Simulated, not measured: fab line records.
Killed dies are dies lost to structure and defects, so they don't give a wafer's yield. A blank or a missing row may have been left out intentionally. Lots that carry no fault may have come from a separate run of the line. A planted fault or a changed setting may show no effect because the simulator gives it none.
Matching of chambers    flow sky130    4 sister chambers for SKY_VIA4_CMP_02 on cmp-01
The step polishes SiO2. 18 wafers are shown with their chamber, then 9 later ones without.

EACH WAFER AND ITS CHAMBER
wafer   chamber  motor_current_A (A)  edge_zone_pressure_frac  retaining_ring_pressure_frac
L336.3  3        10.9                 0.994                    1.010
L336.4  2        13.6                 0.999                    0.991
L336.6  0        9.7                  1.005                    0.999
L337.2  2        13.8                 0.992                    1.006
L337.4  3        10.3                 1.000                    1.002
L337.5  3        11.1                 1.000                    1.003
L338.3  0        9.7                  1.010                    1.001
L338.5  0        9.3                  0.998                    1.004
L338.6  1        11.8                 0.998                    0.999
L345.3  1        11.3                 0.991                    1.004
L345.5  0        9.4                  0.998                    0.999
L345.6  3        10.5                 0.999                    1.001
L351.3  3        11.4                 0.994                    1.006
L351.5  0        9.4                  0.999                    0.998
L351.6  1        10.7                 1.001                    0.996
L352.1  0        9.8                  1.000                    1.005
L352.4  3        10.7                 1.005                    1.000
L352.5  0        9.4                  1.002                    0.995

SIGNATURES (means of the wafers above)
reading                       chamber 0  chamber 1  chamber 2  chamber 3  scatter within a chamber
motor_current_A               9.529      11.267     13.700     10.817     0.345
edge_zone_pressure_frac       1.00171    0.99667    0.99550    0.99867    0.00449
retaining_ring_pressure_frac  1.00014    0.99967    0.99850    1.00367    0.00453
Rule: distance of a wafer from a chamber = root of the sum over the readings of ((wafer's reading minus chamber's mean) / reading's scatter) squared. If the next closest chamber is less than 2 further off than the closest, the wafer can't be placed; otherwise it belongs to the closest. How the scatter is found: for the shown wafers, subtract from each reading the mean of its chamber, square and add these, divide the total by (wafers less chambers), then take the root.

WAFERS WHOSE CHAMBER IS MISSING
wafer   motor_current_A (A)  edge_zone_pressure_frac  retaining_ring_pressure_frac
L353.1  9.2                  0.995                    1.006
L353.2  12.4                 0.998                    1.004
L353.4  13.2                 1.002                    1.003
L357.1  12.9                 1.003                    1.005
L357.4  10.4                 0.995                    1.008
L357.6  13.1                 0.999                    1.006
L359.2  13.1                 0.997                    0.991
L359.5  9.7                  0.998                    1.001
L359.6  10.6                 1.006                    1.004

CHAMBER TAKEN BY EACH
wafer   from the rows above           in truth
L353.1  0                             0
L353.2  can't be placed: 1 or 2 or 3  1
L353.4  2                             2
L357.1  can't be placed: 2 or 1       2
L357.4  can't be placed: 3 or 1 or 0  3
L357.6  2                             2
L359.2  2                             2
L359.5  0                             0
L359.6  can't be placed: 3 or 1 or 0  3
Correct placement for 5 of the 9. Can't be placed from these rows: 4 (the true chamber is among the candidates in 4). Wrongly placed: 0.
